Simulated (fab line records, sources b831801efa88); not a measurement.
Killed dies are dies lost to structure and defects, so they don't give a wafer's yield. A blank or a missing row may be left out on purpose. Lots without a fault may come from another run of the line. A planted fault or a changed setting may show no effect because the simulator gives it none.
Tool commonality check | flow gf180mcu | 13 lots, 39 wafers sampled

WHY IT WAS OPENED
At GF_VT_IMPLANT_TW_MEAS_43 the reading VT_IMPLANT_4_TW is flagged on 2 of 13 lots. Wafers without a fault read 688, standard deviation 7.2.
Rule: a lot is flagged when every wafer of it that has a number lies more than 4 standard deviations from that mean, or none has a number. The other lots count as sound.

lot  | measured     | on            | VT_IMPLANT_4_TW, wafer by wafer | flag
L796 | day 7 14:21  | film_metro-02 | 693 692 689                     |
L797 | day 7 17:04  | film_metro-02 | 686 689 691                     |
L799 | day 8 20:04  | film_metro-02 | 697 692 693                     |
L800 | day 8 22:59  | film_metro-02 | 695 695 695                     |
L802 | day 9 10:07  | film_metro-01 | 695 692 689                     |
L804 | day 9 22:57  | film_metro-01 | 696 694 692                     |
L803 | day 9 23:53  | film_metro-01 | 690 689 695                     |
L805 | day 10 02:44 | film_metro-01 | 690 687 689                     |
L807 | day 10 16:41 | film_metro-03 | 678 677 676                     |
L808 | day 10 22:12 | film_metro-01 | 790 786 791                     | FLAGGED
L813 | day 12 08:52 | film_metro-01 | 791 790 783                     | FLAGGED
L816 | day 13 05:01 | film_metro-03 | 676 683 678                     |
L818 | day 13 18:16 | film_metro-01 | 693 696 694                     |
The numbers of the flagged lots are 788 on average: +100 against the usual, or +14 standard deviations.

WHICH TOOL RAN EACH LOT
The record holds 2 process steps before the reading, out of a route of 602 steps. In each cell: the tool, then ch and the chambers that the sampled wafers went through, then the start.
lot  | flag    | GF_MVSD_STRIP_10                    | GF_VT_IMPLANT_IMPLANT_41
L796 |         | plasma_asher-03 ch 0,1, day 4 10:47 | implanter-01 ch 0, day 7 14:08
L797 |         | plasma_asher-04 ch 0,1, day 4 14:53 | implanter-01 ch 0, day 7 16:50
L799 |         | plasma_asher-04 ch 0,1, day 5 12:47 | implanter-01 ch 0, day 8 19:50
L800 |         | plasma_asher-04 ch 0,1, day 5 14:23 | implanter-01 ch 0, day 8 22:35
L802 |         | plasma_asher-01 ch 0,1, day 6 02:20 | implanter-02 ch 0, day 9 09:54
L804 |         | plasma_asher-01 ch 0,1, day 6 11:26 | implanter-02 ch 0, day 9 22:44
L803 |         | plasma_asher-04 ch 0,1, day 6 12:56 | implanter-02 ch 0, day 9 23:39
L805 |         | plasma_asher-01 ch 1, day 6 16:35   | implanter-02 ch 0, day 10 02:30
L807 |         | plasma_asher-03 ch 0,1, day 7 04:14 | implanter-01 ch 0, day 10 16:26
L808 | FLAGGED | plasma_asher-01 ch 0,1, day 7 08:41 | implanter-02 ch 0, day 10 21:58
L813 | FLAGGED | plasma_asher-04 ch 0,1, day 8 13:35 | implanter-02 ch 0, day 12 08:38
L816 |         | plasma_asher-03 ch 0,1, day 9 07:32 | implanter-01 ch 0, day 13 04:47
L818 |         | plasma_asher-04 ch 1, day 9 19:50   | implanter-04 ch 0, day 13 18:01
What these steps do:
- GF_MVSD_STRIP_10: strips in O2/N2.
- GF_VT_IMPLANT_IMPLANT_41
- GF_VT_IMPLANT_TW_MEAS_43

FLAGGED OVER TOTAL, TOOL BY TOOL (the gauges that took the reading come last)
step                     | tool            | lots run | flagged | share of the flagged lots | sound lots run after its first flagged lot
GF_MVSD_STRIP_10         | plasma_asher-01 | 4        | 1       | some                      | 0
GF_MVSD_STRIP_10         | plasma_asher-03 | 3        | 0       | none                      | -
GF_MVSD_STRIP_10         | plasma_asher-04 | 6        | 1       | some                      | 1 (L818)
GF_VT_IMPLANT_IMPLANT_41 | implanter-01    | 6        | 0       | none                      | -
GF_VT_IMPLANT_IMPLANT_41 | implanter-02    | 6        | 2       | all                       | 0
GF_VT_IMPLANT_IMPLANT_41 | implanter-04    | 1        | 0       | none                      | -
GF_VT_IMPLANT_TW_MEAS_43 | film_metro-01   | 7        | 2       | all                       | 1 (L818)
GF_VT_IMPLANT_TW_MEAS_43 | film_metro-02   | 4        | 0       | none                      | -
GF_VT_IMPLANT_TW_MEAS_43 | film_metro-03   | 2        | 0       | none                      | -

WHAT THE TABLE ALLOWS
2 rows of the table ran every flagged lot: implanter-02 at GF_VT_IMPLANT_IMPLANT_41, film_metro-01 at GF_VT_IMPLANT_TW_MEAS_43.
- implanter-02 at GF_VT_IMPLANT_IMPLANT_41: 2 of its 6 lots flagged. Its last sound lot is L805 (day 10 02:30), its first flagged lot L808 (day 10 21:58): a fault that began between those two fits. Its own readings lie more than 4 standard deviations out on every wafer of the flagged lots: dose_ions_cm2, faraday_current_uA.
- film_metro-01 at GF_VT_IMPLANT_TW_MEAS_43: 2 of its 7 lots flagged. Sound lots ran on it after the first flagged one (L818), which a lasting fault on the whole tool wouldn't allow.
One tool is left: implanter-02 at GF_VT_IMPLANT_IMPLANT_41.

WHAT THE SIMULATOR HAD PUT IN
Process parameter drift: implanter-02, from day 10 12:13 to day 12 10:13, at GF_VT_IMPLANT_IMPLANT_41. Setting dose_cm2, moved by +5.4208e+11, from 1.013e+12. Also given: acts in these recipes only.
Lots struck among those shown: L808, L813. The rule above found the same.
